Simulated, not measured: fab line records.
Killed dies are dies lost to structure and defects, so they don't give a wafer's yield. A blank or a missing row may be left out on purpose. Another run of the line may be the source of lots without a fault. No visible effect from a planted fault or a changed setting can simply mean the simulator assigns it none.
A single fault, viewed from 2 desks :: flow sky130 :: every desk sees just its own numbers, and what lay behind them comes last

## AT THE METROLOGY DESK
What the gauges read for every lot (on any tool): the sampled wafers with a number, averaged. The brackets show how far a lot's mean lies from the usual mean; more than 4 standard deviations puts the lot out of limits, marked OUT.
Columns: A = DNWELL_TW at SKY_DNWELL_TW_MEAS_09, usual 1107; B = SONOS_ONO_CVD_04_THK at SKY_SONOS_ONO_THK_MEAS_05, usual 5.75 nm; C = CONTACT_HDPCVD_THK at SKY_CONTACT_THK_MEAS_03, usual 563 nm
lot: L586
first seen here: day 3 15:00
A: 1122
B: 5.76
C: 567

lot: L591
first seen here: day 4 22:08
A: 1096
B: 5.79
C: 562

lot: L592
first seen here: day 4 22:09
A: 1110
B: 5.76
C: 566

lot: L593
first seen here: day 5 03:18
A: 1102
B: 5.66
C: 561

lot: L594
first seen here: day 5 10:25
A: 1125
B: 5.53
C: 569

lot: L595
first seen here: day 5 14:32
A: 1093
B: 6.73 (+9.8) OUT
C: 571

lot: L596
first seen here: day 5 20:07
A: 1118
B: 6.75 (+10) OUT
C: 570

lot: L597
first seen here: day 6 02:40
A: 1112
B: 6.73 (+9.8) OUT
C: 564

lot: L604
first seen here: day 7 15:04
A: 1115
B: 5.60
C: 562

lot: L605
first seen here: day 7 20:07
A: 1113
B: 5.79
C: 569

lot: L606
first seen here: day 8 02:28
A: 1112
B: 5.64
C: 554

lot: L607
first seen here: day 8 08:20
A: 1128
B: 5.82
C: 559
Finding of this desk: L595, L596, L597 out of limits, first seen on L595 at day 15 09:37 (SONOS_ONO_CVD_04_THK at SKY_SONOS_ONO_THK_MEAS_05). L586, L591, L592, L593, L594, L604, L605, L606, L607: within limits.

## AT THE TOOL OWNER'S DESK: lpcvd-03
The tool's own readings at SKY_SONOS_ONO_CVD_04 (deposits SiO2 from SiH4/N2O, target thk 5.7199 nm): means of the sampled wafers that have a number, for each lot that ran on this tool. The brackets show how far a lot's mean lies from the usual mean; more than 4 standard deviations puts the lot out of limits, marked OUT.
Columns: A = spike-tc-bottom-C at SKY_SONOS_ONO_CVD_04, usual 921.6 C; B = spike-tc-centre-C at SKY_SONOS_ONO_CVD_04, usual 899.2 C; C = spike-tc-lower-C at SKY_SONOS_ONO_CVD_04, usual 899.3 C; D = spike-tc-top-C at SKY_SONOS_ONO_CVD_04, usual 909.4 C; E = spike-tc-upper-C at SKY_SONOS_ONO_CVD_04, usual 898.6 C; F = susceptor-temp-C at SKY_SONOS_ONO_CVD_04, usual 900.0 C
lot: L586
first seen here: day 12 07:50
A: 922.2
B: 899.1
C: 899.5
D: 913.0
E: 897.4
F: 899.5

lot: L591
first seen here: day 14 04:51
A: 920.3
B: 898.7
C: 899.1
D: 907.7
E: 899.6
F: 900.0

lot: L592
first seen here: day 14 06:06
A: 922.4
B: 899.1
C: 898.2
D: 908.2
E: 898.0
F: 900.0

lot: L593
first seen here: day 14 12:52
A: 920.8
B: 900.0
C: 899.7
D: 907.6
E: 899.0
F: 899.9

lot: L594
first seen here: day 15 04:10
A: 920.5
B: 898.3
C: 898.1
D: 906.6
E: 899.2
F: 900.3

lot: L595
first seen here: day 15 08:21
A: 931.4 (+10) OUT
B: 909.9 (+11) OUT
C: 908.8 (+7.9) OUT
D: 918.9
E: 909.0 (+11) OUT
F: 909.9 (+27) OUT

lot: L596
first seen here: day 15 19:43
A: 931.8 (+11) OUT
B: 909.6 (+11) OUT
C: 909.6 (+8.6) OUT
D: 919.4 (+4.2) OUT
E: 908.6 (+10) OUT
F: 910.2 (+28) OUT

lot: L597
first seen here: day 16 02:55
A: 931.8 (+11) OUT
B: 909.8 (+11) OUT
C: 909.3 (+8.4) OUT
D: 917.5
E: 909.5 (+11) OUT
F: 910.0 (+28) OUT

lot: L604
first seen here: day 18 09:12
A: 921.4
B: 899.0
C: 899.7
D: 907.9
E: 898.5
F: 899.8

lot: L605
first seen here: day 18 14:36
A: 921.5
B: 899.0
C: 900.3
D: 911.2
E: 898.3
F: 900.1

lot: L606
first seen here: day 19 01:05
A: 921.8
B: 898.8
C: 900.7
D: 912.2
E: 898.9
F: 899.8

lot: L607
first seen here: day 19 06:29
A: 922.0
B: 899.4
C: 898.6
D: 908.5
E: 899.6
F: 899.9
Finding of this desk: L595, L596, L597 out of limits; the first was L595 at day 15 08:21, on spike-tc-bottom-C at SKY_SONOS_ONO_CVD_04. L586, L591, L592, L593, L594, L604, L605, L606, L607: within limits.

## ALL TOGETHER
At day 15 08:21, on L595, L596, L597, the tool owner's desk was in a position to raise an alarm.
An alarm was possible from the metrology desk at day 15 09:37, on L595, L596, L597.
SKY_SONOS_ONO_CVD_04 was run on lpcvd-03 by each of the lots named.

## WHAT WAS PUT IN BY THE SIMULATOR
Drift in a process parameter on lpcvd-03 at SKY_SONOS_ONO_CVD_04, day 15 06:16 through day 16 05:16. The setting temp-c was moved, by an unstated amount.
Shown lots that were struck: L595, L596, L597.
Hours from the fault's start to each desk's first reading out of limits: the tool owner's desk, 2; the metrology desk, 3.
